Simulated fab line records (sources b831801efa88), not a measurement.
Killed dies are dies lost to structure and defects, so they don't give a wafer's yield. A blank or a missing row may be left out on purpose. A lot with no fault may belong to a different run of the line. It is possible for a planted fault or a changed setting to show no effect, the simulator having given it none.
Problem report in the 8D (eight disciplines) form, filled by code | flow sky130 | the parts of the form that need people (team, actions taken, sign-off) are left out

== 1. PROBLEM STATEMENT ==
plate-temp-C at SKY_POLY_GATE_SOFTBAKE_09 reads a mean of 94.93 C on 6 wafers of 2 lots; wafers without a fault read 99.97 C with a standard deviation of 0.1. Relative to the usual mean, that is a shift of -50 standard deviations.
The step: time 90 s.
Seen first at day 23 20:00 on litho-track-03, wafer L487.2. The record has a number at this step for 39 wafers belonging to 13 lots. Rule for "out", or "out of limits": more than 4 standard deviations from the usual mean. All remaining wafers that have a number are taken as sound.

== 2. WHAT THIS IS AND IS NOT ==
question                    | is                                 | is not
which readings at this step | plate-temp-C, heater-power-total-W | -
which lots                  | L487, L489                         | L467, L468, L470, L471, L474, L475, L476, L477, L478, L479, L488
which wafers of those lots  | all that have a number             | -
read on which tools         | litho-track-03                     | litho-track-02, litho-track-04
when                        | from day 23 20:00                  | up to then (33 sound wafers)

== 3. WHAT RULES OUT EACH SUSPECT ==
Counting: any tool at a process step up to the reading is kept as a suspect provided that every lot that is out went through it and no sound lot did after the first of them.
- litho-track-03 at SKY_POLY_GATE_SOFTBAKE_09 (time 90 s): kept. Every lot that is out went through it, starting with L487 (day 23 20:00), and after that it ran no sound lot; the last sound lot it ran before then is L477 (day 19 15:00). Its own heater-power-total-W, plate-temp-C readings are out on those wafers.
The count leaves litho-track-03 at SKY_POLY_GATE_SOFTBAKE_09.

== 4. THE CAUSE (what the simulator had put in) ==
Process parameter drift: litho-track-03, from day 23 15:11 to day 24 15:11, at SKY_POLY_GATE_SOFTBAKE_09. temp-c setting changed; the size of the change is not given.
This tool alone remained once counting was done.

== 5. THE CHAIN OF EFFECTS, in route order ==
Each row: a reading where the mean over the struck wafers with a number is more than 3 standard deviations away from the usual. Scope: only readings with a usual standard deviation given in the record; hours: median across lots of the time from each lot's start at the first step in this table that gives one to its start at this step; sigmas: change in usual standard deviations.
hours | step                      | reading              | usual   | on struck wafers | change | sigmas
0     | SKY_POLY_GATE_SOFTBAKE_09 | heater-power-total-W | 57.35 W | 53.39            | -3.96  | -36
0     | SKY_POLY_GATE_SOFTBAKE_09 | plate-temp-C         | 99.97 C | 94.93            | -5.04  | -50
Process steps it contains:
- SKY_POLY_GATE_SOFTBAKE_09: time 90 s.
At these later measuring or inspecting steps, every struck wafer for which the step has a row has a number for every such reading, and none has moved that far: SKY_LDD_N_OVL_MEAS_07.

== 6. WHAT WOULD HAVE CAUGHT IT SOONER ==
In this record the first reading out of limits was taken at day 23 20:00, 5 hours after the fault began at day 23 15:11.
